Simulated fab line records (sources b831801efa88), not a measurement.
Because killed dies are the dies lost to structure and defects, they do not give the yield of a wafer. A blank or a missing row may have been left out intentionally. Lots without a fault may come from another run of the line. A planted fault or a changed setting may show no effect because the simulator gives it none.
Matching of chambers	flow gf180mcu	4 sister chambers for GF_V2_CMP_26 on cmp-02
The step polishes, stops on SiO2, t overpolish 15 s, target thk 0 nm. 8 wafers are shown with their chamber, then 10 later ones without.

WAFERS WITH THEIR CHAMBER
wafer	chamber	motor_current_A (A)	edge_zone_pressure_frac
L084.4	0	12.0	1.002
L085.3	3	10.7	0.996
L087.3	0	12.0	1.003
L090.1	2	10.1	1.008
L090.2	1	10.6	0.992
L090.5	1	11.0	0.996
L091.3	3	10.8	0.991
L091.4	2	10.1	1.002

WAFERS WITHOUT THEIR CHAMBER
wafer	motor_current_A (A)	edge_zone_pressure_frac
L091.6	11.0	1.001
L095.3	11.4	0.997
L095.4	12.1	0.998
L095.5	10.9	0.993
L096.1	11.2	1.006
L096.2	11.9	1.003
L096.4	11.1	0.992
L097.1	9.8	1.005
L097.4	11.2	1.001
L097.6	10.1	1.001

WHICH CHAMBER EACH WENT THROUGH
wafer	from the rows above	in truth
L091.6	can't be placed: 1 or 3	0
L095.3	can't be placed: 1 or 0 or 3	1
L095.4	0	0
L095.5	can't be placed: 1 or 3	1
L096.1	can't be placed: 1 or 3 or 0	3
L096.2	0	0
L096.4	can't be placed: 1 or 3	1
L097.1	2	2
L097.4	can't be placed: 1 or 3 or 0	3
L097.6	2	2
Correct placement for 4 of the 10. These rows do not allow placing 6 (true chamber among the candidates in 5). Wrongly placed: 0.
How it was worked out, from the rows above alone: a wafer's distance from a chamber is the root of the sum, over the readings, of the square of ((its reading less the chamber's mean) divided by the reading's scatter). The wafer belongs to the nearest chamber; if the next one is less than 2 further off, it can't be placed. A chamber's mean is the mean of its shown wafers. The scatter is the square root of a quotient: the sum, over the shown wafers, of each reading's squared deviation from its chamber's mean, divided by wafers minus chambers.
